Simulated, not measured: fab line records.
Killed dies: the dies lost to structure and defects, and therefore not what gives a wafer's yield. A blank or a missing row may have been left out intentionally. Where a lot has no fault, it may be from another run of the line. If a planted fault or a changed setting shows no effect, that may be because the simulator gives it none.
Which tool did it? | flow sky130 | route of 708 steps, sampled at 1 step: 6 lots, 18 wafers

WHAT THE GAUGES SHOWED, per wafer
SKY_FIELD_ISO_THK_MEAS_02.
lot  | measured    | on            | FIELD_ISO_OXIDATION_00_THK (nm)
L652 | day 1 19:59 | film-metro-04 | 11.90 11.96 11.79
L654 | day 2 04:23 | film-metro-04 | 11.58 11.75 11.66
L656 | day 2 12:38 | film-metro-04 | 12.13 12.18 12.21
L658 | day 2 23:41 | film-metro-02 | 11.96 12.29 12.12
L660 | day 3 08:45 | film-metro-03 | 11.54 11.46 11.71
L664 | day 4 09:11 | film-metro-02 | 12.10 12.00 12.28

WHAT TOOL EACH LOT RAN ON (gives the tool, then ch and the chambers of the sampled wafers, and finally the start)
The record holds no process step before these readings.

THE ANSWER, worked out from the rows above alone
Rule: what is usual is taken from the lots themselves. The widest of any qualifying gaps counts: lots, ordered by their means at a reading, are off when they make up no more than a third of the lots, leave a main group of 4 or more, and stand apart from it by 3 or more times the standard deviation of that group's means. A main group is skipped when, at the precision printed for the reading in the tables above, its means are all equal. Also off: a lot with no number at a reading for which 4 or more lots have one. Where the step has rows for the other lots, those lots are counted as sound.
No lot is off at any reading shown: from this, nothing can be told.

WHAT THE SIMULATOR PUT IN
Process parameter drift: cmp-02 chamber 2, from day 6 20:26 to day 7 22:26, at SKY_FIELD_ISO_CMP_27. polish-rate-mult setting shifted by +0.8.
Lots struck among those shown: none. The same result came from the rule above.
